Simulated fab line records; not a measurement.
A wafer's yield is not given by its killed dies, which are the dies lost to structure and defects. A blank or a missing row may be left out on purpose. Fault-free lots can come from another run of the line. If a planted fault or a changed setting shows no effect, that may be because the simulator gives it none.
Chamber matching / flow gf180mcu / pecvd-04 running GF_V4_CVD_02: 3 sister chambers
The step deposits SiO2 from TEOS, target thk 850 nm, time 94.851 s. 3 wafers are shown with their chamber, then 7 later ones without.

WAFERS, EACH WITH ITS CHAMBER
wafer=L447.6; chamber=2; heater-power-w (W)=717
wafer=L449.1; chamber=0; heater-power-w (W)=609
wafer=L449.2; chamber=1; heater-power-w (W)=635

WAFERS WHOSE CHAMBER IS MISSING
wafer=L449.4; heater-power-w (W)=630
wafer=L451.2; heater-power-w (W)=641
wafer=L451.5; heater-power-w (W)=506
wafer=L451.6; heater-power-w (W)=880
wafer=L453.1; heater-power-w (W)=845
wafer=L453.2; heater-power-w (W)=621
wafer=L453.3; heater-power-w (W)=626

CHAMBER TAKEN BY EACH
wafer=L449.4; from the rows above=can't be placed: 1 or 0 or 2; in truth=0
wafer=L451.2; from the rows above=can't be placed: 1 or 0 or 2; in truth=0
wafer=L451.5; from the rows above=can't be placed: 0 or 1 or 2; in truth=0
wafer=L451.6; from the rows above=can't be placed: 2 or 1 or 0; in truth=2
wafer=L453.1; from the rows above=can't be placed: 2 or 1 or 0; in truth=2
wafer=L453.2; from the rows above=can't be placed: 0 or 1 or 2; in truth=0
wafer=L453.3; from the rows above=can't be placed: 1 or 0 or 2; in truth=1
0 of 7 placed correctly. These rows do not allow placing 7 (true chamber among the candidates in 7). Wrongly placed: 0.
How it was worked out, from the rows above alone: a wafer's distance from a chamber is the root of the sum, over the readings, of the square of ((its reading less the chamber's mean) divided by the reading's scatter). The wafer belongs to the nearest chamber; if the next one is less than 2 further off, it can't be placed. The mean given for a chamber averages the wafers shown for that chamber. The scatter: with one shown wafer a chamber, the root of the mean of the squares of how far each hidden wafer lies from its nearest shown one.
